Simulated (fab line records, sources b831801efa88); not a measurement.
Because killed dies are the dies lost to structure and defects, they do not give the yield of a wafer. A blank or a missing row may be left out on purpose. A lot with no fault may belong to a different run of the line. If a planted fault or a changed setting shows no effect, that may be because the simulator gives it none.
fab line records | flow sky130
record: lots: 14 | wafers: 42 | lastDay: 50
route steps=708 shown FIELD_ISO@3 DNWELL@44 PWDE@47 VT_ADJUST_HVTR@138
lots that met no fault: taken from a fault-free run of the same line
startH: hours from the record's opening day to when the first of the lot's shown wafers began | waitH: time in hours since the lot's previous step | " the same as in the row above | L1.1+2: one row covering several wafers at once | - either no value or no given start | * or withheld: withheld | < > ~ a bound
route shown NAME@n: a module of which the file shows steps, and the number in the route of the first | usual: mean/standard deviation of fault-free wafers | same: alike in all rows | chamber/n: place in a boat | sites: each site's reading | _std_site: the values' standard deviation | _edge_site: outer sites' mean less inner sites' | radiusMm: how far each site lies from the wafer's centre | mask NAME#n: copy n | behind: the tool/chamber that last shaped the wafer | hold: why the lot was held/for how many hours/how that ended | device: transistor that didn't switch, given as n, p or np | end of line: the route-end tests of the same wafers | a step with no rows: only its recipe | killed: dies that structure and defects cost at the first sort, which is not the same as the wafer's yield | map: the dies of a wafer, with x for killed, . for not killed, _ for no die there
set.NAME: the setting that was run; set.NAME@STEP: the one run at that earlier step | model.NAME: the simulator's own value behind a step, which no gauge read
the route's steps for a sample of lots (tables are steps, rows are wafers)
services: when a tool's chamber went out of use (startH, in hours from the record's first day, below 0 if earlier), for how many hours, and the reason
== steps ==
step: SKY_FIELD_ISO_THK_MEAS_02
recipe: reads: SiO2_of_FIELD_ISO_OXIDATION_01
usual: FIELD_ISO_OXIDATION_00_THK: 12.10/0.21
lot.wafer | tool         | chamber | startH | waitH | FIELD_ISO_OXIDATION_00_THK[nm]
L616.1    | filmMetro-01 | -       | 11.73  | 0.0   | 12.07
L616.2    | "            | -       | "      | "     | 12.16
L616.3    | "            | -       | "      | "     | 12.26
L617.1    | filmMetro-01 | -       | 16.64  | 0.0   | 12.14
L617.2    | "            | -       | "      | "     | 11.94
L617.6    | "            | -       | "      | "     | 11.96
L618.3    | filmMetro-02 | -       | 21.97  | 0.0   | 12.12
L618.4    | "            | -       | "      | "     | 12.25
L618.5    | "            | -       | "      | "     | 12.20
L620.1    | filmMetro-02 | -       | 31.63  | 0.0   | 12.89
L620.3    | "            | -       | "      | "     | 12.53
L620.6    | "            | -       | "      | "     | 12.59
L622.3    | filmMetro-03 | -       | 42.59  | 0.0   | 12.08
L622.5    | "            | -       | "      | "     | 11.92
L622.6    | "            | -       | "      | "     | 11.97
L625.2    | filmMetro-02 | -       | 56.64  | 0.0   | 12.08
L625.3    | "            | -       | "      | "     | 11.94
L625.5    | "            | -       | "      | "     | 11.94
L627.1    | filmMetro-02 | -       | 68.71  | 0.0   | 12.26
L627.4    | "            | -       | "      | "     | 12.21
L627.6    | "            | -       | "      | "     | 12.22
L631.1    | filmMetro-01 | -       | 87.32  | 0.0   | 12.35
L631.3    | "            | -       | "      | "     | 12.22
L631.4    | "            | -       | "      | "     | 11.99
L632.1    | filmMetro-03 | -       | 94.20  | 0.0   | 12.35
L632.2    | "            | -       | "      | "     | 12.29
L632.5    | "            | -       | "      | "     | 12.31
L634.1    | filmMetro-01 | -       | 104.04 | 0.0   | 11.67
L634.4    | "            | -       | "      | "     | 11.60
L634.5    | "            | -       | "      | "     | 11.66
L635.3    | filmMetro-03 | -       | 108.50 | 0.0   | 12.07
L635.4    | "            | -       | "      | "     | 11.99
L635.5    | "            | -       | "      | "     | 12.04
L636.1    | filmMetro-01 | -       | 111.63 | 0.0   | 11.80
L636.3    | "            | -       | "      | "     | 11.80
L636.6    | "            | -       | "      | "     | 11.97
L637.1    | filmMetro-01 | -       | 116.69 | 0.0   | 12.05
L637.3    | "            | -       | "      | "     | 11.90
L637.6    | "            | -       | "      | "     | 12.03
L639.1    | filmMetro-03 | -       | 127.65 | 0.0   | 11.80
L639.3    | "            | -       | "      | "     | 11.75
L639.6    | "            | -       | "      | "     | 11.87
step: SKY_DNWELL_TW_MEAS_09
usual: DNWELL_TW: 1108/8.8
lot.wafer | tool         | chamber | startH | waitH | DNWELL_TW
L616.1    | filmMetro-01 | -       | 52.61  | 0.1   | 1109
L616.2    | "            | -       | "      | "     | 1108
L616.3    | "            | -       | "      | "     | 1104
L617.1    | filmMetro-04 | -       | 57.26  | 0.1   | 1123
L617.2    | "            | -       | "      | "     | 1117
L617.6    | "            | -       | "      | "     | 1122
L618.3    | filmMetro-04 | -       | 62.66  | 0.1   | 1117
L618.4    | "            | -       | "      | "     | 1114
L618.5    | "            | -       | "      | "     | 1120
L620.1    | filmMetro-01 | -       | 76.69  | 0.1   | 1103
L620.3    | "            | -       | "      | "     | 1106
L620.6    | "            | -       | "      | "     | 1104
L622.3    | filmMetro-02 | -       | 86.68  | 0.1   | 1101
L622.5    | "            | -       | "      | "     | 1103
L622.6    | "            | -       | "      | "     | 1107
L625.2    | filmMetro-01 | -       | 100.02 | 0.1   | 1103
L625.3    | "            | -       | "      | "     | 1106
L625.5    | "            | -       | "      | "     | 1104
L627.1    | filmMetro-02 | -       | 114.66 | 0.1   | 1099
L627.4    | "            | -       | "      | "     | 1101
L627.6    | "            | -       | "      | "     | 1102
L631.1    | filmMetro-02 | -       | 132.18 | 0.1   | 1095
L631.3    | "            | -       | "      | "     | 1094
L631.4    | "            | -       | "      | "     | 1094
L632.1    | filmMetro-04 | -       | 139.03 | 0.1   | 1118
L632.2    | "            | -       | "      | "     | 1115
L632.5    | "            | -       | "      | "     | 1118
L634.1    | filmMetro-01 | -       | 153.61 | 0.1   | 1105
L634.4    | "            | -       | "      | "     | 1109
L634.5    | "            | -       | "      | "     | 1112
L635.3    | filmMetro-04 | -       | 157.58 | 0.1   | 1127
L635.4    | "            | -       | "      | "     | 1123
L635.5    | "            | -       | "      | "     | 1120
L636.1    | filmMetro-02 | -       | 160.81 | 0.1   | 1103
L636.3    | "            | -       | "      | "     | 1100
L636.6    | "            | -       | "      | "     | 1093
L637.1    | filmMetro-04 | -       | 169.01 | 0.1   | 1119
L637.3    | "            | -       | "      | "     | 1112
L637.6    | "            | -       | "      | "     | 1108
L639.1    | filmMetro-04 | -       | 175.86 | 0.1   | 1118
L639.3    | "            | -       | "      | "     | 1108
L639.6    | "            | -       | "      | "     | 1107
step: SKY_PWDE_COAT_02
recipe: spinRpm: 2000 | resistThkNm: 3000
lot.wafer  | tool          | chamber | startH | waitH
L616.1+2+3 | lithoTrack-01 | 0       | 59.72  | 0.1
L617.1+2+6 | lithoTrack-02 | 0       | 64.51  | 0.1
L618.3+4+5 | lithoTrack-02 | 0       | 70.31  | 0.1
L620.1+3+6 | lithoTrack-02 | 0       | 84.76  | 0.1
L622.3+5+6 | lithoTrack-03 | 0       | 94.59  | 0.1
L625.2+3+5 | lithoTrack-02 | 0       | 108.69 | 0.1
L627.1+4+6 | lithoTrack-02 | 0       | 123.96 | 0.1
L631.1+3+4 | lithoTrack-03 | 0       | 140.89 | 0.1
L632.1+2+5 | lithoTrack-03 | 0       | 148.44 | 0.1
L634.1+4+5 | lithoTrack-01 | 0       | 163.67 | 0.1
L635.3+4+5 | lithoTrack-03 | 0       | 167.94 | 0.1
L636.1+3+6 | lithoTrack-03 | 0       | 170.34 | 0.1
L637.1+3+6 | lithoTrack-03 | 0       | 178.44 | 0.1
L639.1+3+6 | lithoTrack-02 | 0       | 186.61 | 0.1
step: SKY_PWDE_STRIP_09
recipe: chemistry: O2/N2 | powerW: 1400 | pressureMtorr: 1500 | platenTempC: withheld | o2FlowSccm: 3000 | n2FlowSccm: 300 | overashFraction: 0.5
usual: drypumpMotorCurrentA: 6.01/0.26 | oesProductAu: 0.723/0.0045 | stripTimeToEndpointS: 36.91/0.1
lot.wafer | tool           | chamber | startH | waitH | drypumpMotorCurrentA | oesProductAu | rfHoursCounterH | stripTimeToEndpointS
L616.1    | plasmaAsher-04 | 0       | 68.08  | 0.1   | 6.08                 | 0.718        | 40              | 36.81
L616.2    | "              | 1       | "      | "     | 5.68                 | 0.723        | 40              | 36.71
L616.3    | "              | 1       | "      | "     | 5.65                 | 0.715        | -               | 36.85
L617.1    | plasmaAsher-04 | 1       | 72.83  | 0.1   | 5.66                 | 0.731        | 40              | 36.98
L617.2    | "              | 0       | "      | "     | 6.07                 | 0.715        | 40              | 37.01
L617.6    | "              | 1       | "      | "     | 5.65                 | 0.730        | -               | 36.98
L618.3    | plasmaAsher-01 | 1       | 78.58  | 0.1   | 6.27                 | 0.722        | -               | 36.94
L618.4    | "              | 0       | "      | "     | 6.18                 | 0.723        | -               | 36.88
L618.5    | "              | 0       | "      | "     | 6.19                 | 0.733        | -               | 36.89
L620.1    | plasmaAsher-03 | 0       | 93.53  | 0.1   | 6.17                 | 0.729        | 41              | 36.94
L620.3    | "              | 0       | "      | "     | 6.17                 | 0.725        | -               | 37.09
L620.6    | "              | 0       | "      | "     | 6.18                 | 0.735        | -               | 36.99
L622.3    | plasmaAsher-04 | 0       | 103.68 | 0.1   | 6.03                 | 0.720        | -               | 36.96
L622.5    | "              | 0       | "      | "     | 6.05                 | 0.717        | -               | 36.97
L622.6    | "              | 1       | "      | "     | 5.68                 | 0.731        | -               | 36.97
L625.2    | plasmaAsher-03 | 1       | 117.68 | 0.1   | 5.49                 | 0.719        | 44              | 17.13
L625.3    | "              | 1       | "      | "     | 5.52                 | 0.721        | -               | 36.83
L625.5    | "              | 1       | "      | "     | 5.51                 | 0.707        | -               | 17.14
L627.1    | plasmaAsher-03 | 1       | 133.65 | 0.1   | 5.52                 | 0.722        | 46              | 37.00
L627.4    | "              | 1       | "      | "     | 5.53                 | 0.725        | -               | 37.01
L627.6    | "              | 0       | "      | "     | 6.13                 | 0.717        | -               | 17.12
L631.1    | plasmaAsher-01 | 1       | 150.73 | 0.1   | 6.22                 | 0.723        | 33              | 36.71
L631.3    | "              | 0       | "      | "     | 6.16                 | 0.726        | -               | 36.89
L631.4    | "              | 1       | "      | "     | 6.21                 | 0.728        | -               | 36.84
L632.1    | plasmaAsher-01 | 1       | 158.21 | 0.1   | 6.23                 | 0.728        | 33              | 36.83
L632.2    | "              | 0       | "      | "     | 6.13                 | 0.721        | 33              | 36.85
L632.5    | "              | 0       | "      | "     | 6.14                 | 0.730        | -               | 36.91
L634.1    | plasmaAsher-04 | 1       | 174.45 | 0.1   | 5.65                 | 0.723        | 6               | 36.98
L634.4    | "              | 0       | "      | "     | 6.11                 | 0.725        | -               | 36.97
L634.5    | "              | 1       | "      | "     | 5.66                 | 0.726        | -               | 36.93
L635.3    | plasmaAsher-01 | 1       | 177.71 | 0.1   | 6.24                 | 0.724        | -               | 36.81
L635.4    | "              | 0       | "      | "     | 6.10                 | 0.727        | -               | 36.92
L635.5    | "              | 0       | "      | "     | 6.19                 | 0.716        | -               | 36.86
L636.1    | plasmaAsher-04 | 1       | 181.15 | 0.1   | 5.68                 | 0.726        | 6               | 37.04
L636.3    | "              | 0       | "      | "     | 6.08                 | 0.727        | -               | 37.18
L636.6    | "              | 1       | "      | "     | 5.65                 | 0.732        | -               | 37.16
L637.1    | plasmaAsher-01 | 0       | 189.78 | 0.1   | 6.13                 | 0.721        | 36              | 36.65
L637.3    | "              | 0       | "      | "     | 6.11                 | 0.707        | -               | 36.92
L637.6    | "              | 0       | "      | "     | 6.14                 | 0.717        | -               | 36.67
L639.1    | plasmaAsher-01 | 0       | 197.30 | 0.1   | 6.15                 | 0.721        | 37              | 36.87
L639.3    | "              | 0       | "      | "     | 6.13                 | 0.722        | -               | 36.91
L639.6    | "              | 0       | "      | "     | 6.17                 | 0.721        | -               | 37.05
step: SKY_VT_ADJUST_HVTR_CD_MEAS_07
recipe: targetCdNm: 380
usual: cdNm: 379.9/2.6
lot.wafer | tool     | chamber | startH | waitH | cdNm
L616.1    | cdSem-02 | -       | 199.66 | 0.1   | 379.6
L616.2    | "        | -       | "      | "     | 377.0
L616.3    | "        | -       | "      | "     | 378.5
L617.1    | cdSem-02 | -       | 206.42 | 0.1   | 380.1
L617.2    | "        | -       | "      | "     | 383.2
L617.6    | "        | -       | "      | "     | 383.4
L618.3    | cdSem-01 | -       | 214.17 | 0.1   | 379.5
L618.4    | "        | -       | "      | "     | 378.9
L618.5    | "        | -       | "      | "     | 380.4
L620.1    | cdSem-02 | -       | 235.12 | 0.1   | 377.3
L620.3    | "        | -       | "      | "     | 380.5
L620.6    | "        | -       | "      | "     | 380.5
L622.3    | cdSem-02 | -       | 247.11 | 0.1   | 379.6
L622.5    | "        | -       | "      | "     | 382.5
L622.6    | "        | -       | "      | "     | 381.1
L625.2    | cdSem-01 | -       | 266.00 | 0.1   | 384.8
L625.3    | "        | -       | "      | "     | 383.6
L625.5    | "        | -       | "      | "     | 383.3
L627.1    | cdSem-01 | -       | 286.07 | 0.1   | 377.1
L627.4    | "        | -       | "      | "     | 376.6
L627.6    | "        | -       | "      | "     | 378.4
L631.1    | cdSem-01 | -       | 307.36 | 0.1   | 382.7
L631.3    | "        | -       | "      | "     | 379.5
L631.4    | "        | -       | "      | "     | 381.2
L632.1    | cdSem-01 | -       | 318.92 | 0.1   | 375.5
L632.2    | "        | -       | "      | "     | 376.3
L632.5    | "        | -       | "      | "     | 374.8
L634.1    | cdSem-02 | -       | 338.21 | 0.1   | 375.8
L634.4    | "        | -       | "      | "     | 377.4
L634.5    | "        | -       | "      | "     | 378.4
L635.3    | cdSem-02 | -       | 343.36 | 0.1   | 377.0
L635.4    | "        | -       | "      | "     | 380.4
L635.5    | "        | -       | "      | "     | 379.0
L636.1    | cdSem-01 | -       | 347.51 | 0.1   | 384.0
L636.3    | "        | -       | "      | "     | 381.4
L636.6    | "        | -       | "      | "     | 382.7
L637.1    | cdSem-01 | -       | 359.27 | 0.1   | 376.5
L637.3    | "        | -       | "      | "     | 375.5
L637.6    | "        | -       | "      | "     | 374.1
L639.1    | cdSem-02 | -       | 372.07 | 0.1   | 379.8
L639.3    | "        | -       | "      | "     | 382.3
L639.6    | "        | -       | "      | "     | 382.8
== services ==
tool           | chamber | startH | hours | kind
plasmaAsher-04 | -       | 92.50  | 2.8   | pm
plasmaAsher-04 | -       | 108.75 | 9.0   | pm
plasmaAsher-04 | 0       | 108.75 | 9.0   | ventCycle
plasmaAsher-04 | 1       | 108.75 | 9.0   | ventCycle
plasmaAsher-04 | 0       | 117.75 | -     | clean
plasmaAsher-04 | 1       | 117.75 | -     | clean
plasmaAsher-01 | -       | 120.76 | 2.7   | repair
plasmaAsher-03 | -       | 141.95 | 10.9  | repair
plasmaAsher-04 | -       | 144.42 | 1.5   | repair
plasmaAsher-03 | -       | 179.16 | 2.8   | pm
== key ==
firstSign: step: SKY_PWDE_STRIP_09 | reading: stripTimeToEndpointS | direction: down | sigmas: 99+ | usual: * | struck: *
effect none on later readings
metAt SKY_PWDE_COAT_02
struckLots L625,L627
struckWafers L625.2,L625.5,L627.6
sortLeftOut L625.2,L625.5,L627.6
testerLeftOut L625,L627
notActingAt SKY_FIELD_ISO_THK_MEAS_02,SKY_DNWELL_TW_MEAS_09,SKY_VT_ADJUST_HVTR_CD_MEAS_07
onsetBetween 84.76 108.69
fault: kind: processParameterDrift | tool: lithoTrack-02 | chamber: - | onsetH: 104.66 | steps: SKY_PWDE_COAT_02 | channel: resistThkNm | offset: -1692.1 | shape: step | endH: 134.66 | scope: struckWafersOnly | actsIn: theseRecipesOnly | stated: 3000
testerLeftOut: of these lots the tester's yield and bins aren't shown, on N5 and GAA mostly nor the transistor test; their killed dies are dies lost to structure and defects alone, not to doping, threshold or leakage, so they don't give the yield
sortLeftOut: the simulated sort isn't trusted on such a fault, so these wafers' sort isn't shown, and their yield isn't known
